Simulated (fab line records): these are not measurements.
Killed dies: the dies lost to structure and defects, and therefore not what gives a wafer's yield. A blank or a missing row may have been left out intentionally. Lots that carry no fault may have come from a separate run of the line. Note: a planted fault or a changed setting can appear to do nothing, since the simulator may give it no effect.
A single fault, viewed from 2 desks | flow gf180mcu | each desk has only its own numbers; what lay behind them comes last

FOR THE TOOL OWNER'S DESK: implanter-01
For each lot that ran on this tool, the mean over its sampled wafers that have a number, from the tool's own readings at GF_NSD_IMPLANT_09. A lot is out of limits, marked OUT, if its mean lies more than 4 standard deviations from the usual mean; the brackets give that distance.
Columns: A = dose ions cm2 at GF_NSD_IMPLANT_09, usual 4.001e+15; B = end station pressure torr at GF_NSD_IMPLANT_09, usual 1.33e-05 Torr
lot  | first seen here | A                   | B
L980 | day 15 20:40    | 4.002e+15           | 1.22e-05
L983 | day 16 19:40    | 3.999e+15           | 1.25e-05
L985 | day 17 11:34    | 3.994e+15           | 1.26e-05
L986 | day 17 17:54    | 4.202e+15 (+45) OUT | 1.23e-05
L987 | day 18 02:07    | 4.199e+15 (+44) OUT | 1.22e-05
L995 | day 20 23:01    | 3.998e+15           | 1.33e-05
L996 | day 21 02:56    | 4.000e+15           | 1.26e-05
Finding of this desk: L986, L987 out of limits; the first was L986 at day 17 17:54, on dose ions cm2 at GF_NSD_IMPLANT_09. In limits: L980, L983, L985, L995, L996.

AT THE METROLOGY DESK
What the gauges read, lot by lot, whatever tool the lot ran on: means of the sampled wafers that have a number. A lot is out of limits, marked OUT, if its mean lies more than 4 standard deviations from the usual mean; the brackets give that distance.
Columns: A = NSD_RS at GF_PSD_RS_MEAS_14, usual 46.09 ohm/sq; B = cd nm at GF_V4_CD_MEAS_14, usual 260.0 nm; C = V4_W_RS at GF_V4_RS_MEAS_24, usual 0.3283 ohm/sq
lot  | first seen here | A     | B     | C
L975 | day 15 01:07    | 45.99 | 260.6 | 0.3301
L976 | day 15 06:53    | 46.15 | 259.4 | 0.3297
L979 | day 16 10:12    | 46.13 | 259.1 | 0.3298
L980 | day 16 20:38    | 46.17 | 258.8 | 0.3330
L982 | day 17 16:10    | 46.06 | 261.4 | 0.3330
L983 | day 17 19:01    | 46.18 | 259.5 | 0.3264
L985 | day 18 12:08    | 46.02 | 259.7 | 0.3270
L986 | day 18 18:08    | 45.84 | 259.6 | 0.3294
L987 | day 19 02:22    | 45.90 | 260.0 | 0.3251
L988 | day 19 12:26    | 46.14 | 262.3 | 0.3291
L995 | day 21 23:46    | 46.10 | 259.3 | 0.3290
L996 | day 22 04:17    | 46.12 | 259.4 | 0.3289
Result from this desk: across the 12 lots, nothing is out of limits.

TAKEN TOGETHER
The tool owner's desk had the chance to raise an alarm at day 17 17:54 on L986, L987.
At the metrology desk, nothing out of limits was observed.
The metrology desk has L986, L987 on record, within its limits.
Every lot named ran GF_NSD_IMPLANT_09 on implanter-01.

WHAT HAD BEEN PUT IN BY THE SIMULATOR
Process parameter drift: implanter-01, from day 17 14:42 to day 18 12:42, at GF_NSD_IMPLANT_09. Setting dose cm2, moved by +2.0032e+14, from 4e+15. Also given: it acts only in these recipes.
Shown lots that were struck: L986, L987.
Hours from the fault's start to each desk's first reading out of limits: the tool owner's desk, 3.
